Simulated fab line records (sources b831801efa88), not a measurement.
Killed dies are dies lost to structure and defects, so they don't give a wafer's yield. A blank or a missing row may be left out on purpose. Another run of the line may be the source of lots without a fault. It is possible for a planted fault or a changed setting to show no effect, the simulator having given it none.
Matching of chambers :: flow gf180mcu :: GF_V5_ETCH_16 on rie-diel-02 has 4 sister chambers
The step etches BARC in N2/H2. 8 wafers are shown with their chamber, then 10 later ones without.

## WAFERS WITH THEIR CHAMBER
wafer: L085.5
chamber: 0
drypump-motor-current-A (A): 6.3
oes-product-au (a.u.): 0.856

wafer: L087.1
chamber: 1
drypump-motor-current-A (A): 5.7
oes-product-au (a.u.): 0.859

wafer: L087.3
chamber: 2
drypump-motor-current-A (A): 5.1
oes-product-au (a.u.): 0.857

wafer: L087.4
chamber: 2
drypump-motor-current-A (A): 5.1
oes-product-au (a.u.): 0.851

wafer: L087.5
chamber: 3
drypump-motor-current-A (A): 4.8
oes-product-au (a.u.): 0.859

wafer: L087.6
chamber: 1
drypump-motor-current-A (A): 5.7
oes-product-au (a.u.): 0.857

wafer: L090.1
chamber: 3
drypump-motor-current-A (A): 4.9
oes-product-au (a.u.): 0.855

wafer: L090.2
chamber: 0
drypump-motor-current-A (A): 6.3
oes-product-au (a.u.): 0.858

## WAFERS WITHOUT THEIR CHAMBER
wafer: L090.5
drypump-motor-current-A (A): 5.7
oes-product-au (a.u.): 0.864

wafer: L091.1
drypump-motor-current-A (A): 4.9
oes-product-au (a.u.): 0.857

wafer: L091.5
drypump-motor-current-A (A): 5.7
oes-product-au (a.u.): 0.849

wafer: L091.6
drypump-motor-current-A (A): 6.4
oes-product-au (a.u.): 0.855

wafer: L095.1
drypump-motor-current-A (A): 6.3
oes-product-au (a.u.): 0.858

wafer: L095.2
drypump-motor-current-A (A): 5.7
oes-product-au (a.u.): 0.862

wafer: L095.3
drypump-motor-current-A (A): 4.9
oes-product-au (a.u.): 0.863

wafer: L095.4
drypump-motor-current-A (A): 5.1
oes-product-au (a.u.): 0.862

wafer: L095.5
drypump-motor-current-A (A): 4.8
oes-product-au (a.u.): 0.859

wafer: L095.6
drypump-motor-current-A (A): 5.1
oes-product-au (a.u.): 0.843

## EACH ONE'S CHAMBER
wafer: L090.5
from the rows above: 1
in truth: 1

wafer: L091.1
from the rows above: 3
in truth: 3

wafer: L091.5
from the rows above: 1
in truth: 1

wafer: L091.6
from the rows above: 0
in truth: 0

wafer: L095.1
from the rows above: 0
in truth: 0

wafer: L095.2
from the rows above: 1
in truth: 1

wafer: L095.3
from the rows above: 3
in truth: 3

wafer: L095.4
from the rows above: 2
in truth: 2

wafer: L095.5
from the rows above: 3
in truth: 3

wafer: L095.6
from the rows above: 2
in truth: 2
Placed correctly: 10 of 10. From these rows, 0 cannot be placed. Wrongly placed: 0.
How it was worked out, from the rows above alone: a wafer's distance from a chamber is the root of the sum, over the readings, of the square of ((its reading less the chamber's mean) divided by the reading's scatter). The wafer belongs to the nearest chamber; if the next one is less than 2 further off, it can't be placed. Each chamber's mean is taken over the wafers shown for it. The scatter is the square root of a quotient: the sum, over the shown wafers, of each reading's squared deviation from its chamber's mean, divided by wafers minus chambers.
